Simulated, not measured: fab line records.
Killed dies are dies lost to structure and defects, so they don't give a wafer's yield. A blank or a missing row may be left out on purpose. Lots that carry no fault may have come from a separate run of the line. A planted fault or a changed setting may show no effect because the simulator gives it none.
A struck lot beside a sound one | flow gf180mcu | 15 out of 602 route steps
Sound: these wafers, L933.1, L933.2, L933.5. Wafers L939.3, L939.4, L939.5 were the ones struck. The cause comes at the end.
Order at every step that has rows: each side's tool, ch and its chambers, its first start. Under that, the readings that differ: sound wafers | struck wafers | difference of the means | sigmas: that difference in standard deviations of wafers without a fault.
alike: same words and numbers on both sides, and readings whose means sit less than 2 such deviations apart. not compared: any withheld reading, any reading some wafer has no value for, any bound like >300 that may hide the same value, and any number with overlapping values for which the record gives no deviation.
The two part at a step that has a row with sigmas, a row that says differs or no value, or rows on one side only. Non-overlapping numbers with no deviation appear without sigmas and do not part them. Lack of a reading on every wafer of one side parts them only where that side has two or more wafers.

first, 1 step without rows for these wafers: GF_V5_ETCH_17 (etches SiO2 in C4F8/O2/Ar, stops on TiN, target depth 855 nm).
GF_V5_STRIP_18: strips in O2/N2.
  sound on plasma_asher-02 ch 0,1, day 28 11:44; struck on plasma_asher-02 ch 0,1, day 31 05:37
  alike: drypump_motor_current_A, heater_power_w, oes_product_au
  not compared: rf_hours_counter_h
then, 3 steps without rows for these wafers: GF_V5_STRIP_19 (strips in post etch residue remover, time 1200 s); GF_V5_CLEAN_20 (cleans in DIW); GF_V5_SPUTTER_21 (material Ti, target thk 15 nm, time 80.02 s).
GF_V5_SPUTTER_22: material TiN, target thk 10 nm, time 40 s.
  struck on pvd_sputter-02, day 31 06:10; sound on pvd_sputter-02, day 28 12:22
  alike: throttle_valve_pct
then, 1 step without rows for these wafers: GF_V5_CVD_23 (deposits W, target thk 350 nm, time 104.9 s).
GF_V5_RS_MEAS_24: a four-point-probe measurement.
  struck on film_metro-03, day 31 06:22; sound on film_metro-03, day 28 12:31
  alike: V5_W_RS
GF_V5_THK_MEAS_25: measures by xrf.
  struck on film_metro-03, day 31 06:28; sound on film_metro-03, day 28 12:38
  alike: V5_W_THK
GF_V5_CMP_26: polishes, stops on SiO2, t overpolish 15 s, target thk 0 nm.
  sound on cmp-01 ch 0,3, day 28 12:45; struck on cmp-02 ch 0,1,3, day 31 06:33
  alike: head_pressure_psi, motor_current_A, overpolish_run_s, time_to_endpoint_s
then, 1 step without rows for these wafers: GF_TOP_METAL_SPUTTER_00 (material Ti, target thk 37.5 nm, time 150 s).
GF_TOP_METAL_SPUTTER_01: material TiN, target thk 30 nm, time 25 s.
  struck on pvd_sputter-02, day 31 06:54; sound on pvd_sputter-02, day 28 13:06
  alike: throttle_valve_pct
GF_TOP_METAL_SPUTTER_02: material AlCu, target thk 900 nm, time 46.82 s.
  struck on pvd_sputter-02, day 31 06:56; sound on pvd_sputter-02, day 28 13:08
  reading                                        | sound           | struck            | difference | sigmas
  model.AlCu_of_TOP_METAL_SPUTTER_02.thk_nm (nm) | 877.8 873 882.7 | 896.1 886.3 886.6 | +11.8      |
  alike: throttle_valve_pct
GF_TOP_METAL_SPUTTER_03: material Ti, target thk 5 nm, time 3.3 s.
  struck on pvd_sputter-02, day 31 06:58; sound on pvd_sputter-02, day 28 13:10
  alike: throttle_valve_pct
following that, these wafers have no rows for 1 step: GF_PASSIVATION_PROBE_99.

WHERE THEY PART
Nowhere in this record.

WHY: what the simulator had put in
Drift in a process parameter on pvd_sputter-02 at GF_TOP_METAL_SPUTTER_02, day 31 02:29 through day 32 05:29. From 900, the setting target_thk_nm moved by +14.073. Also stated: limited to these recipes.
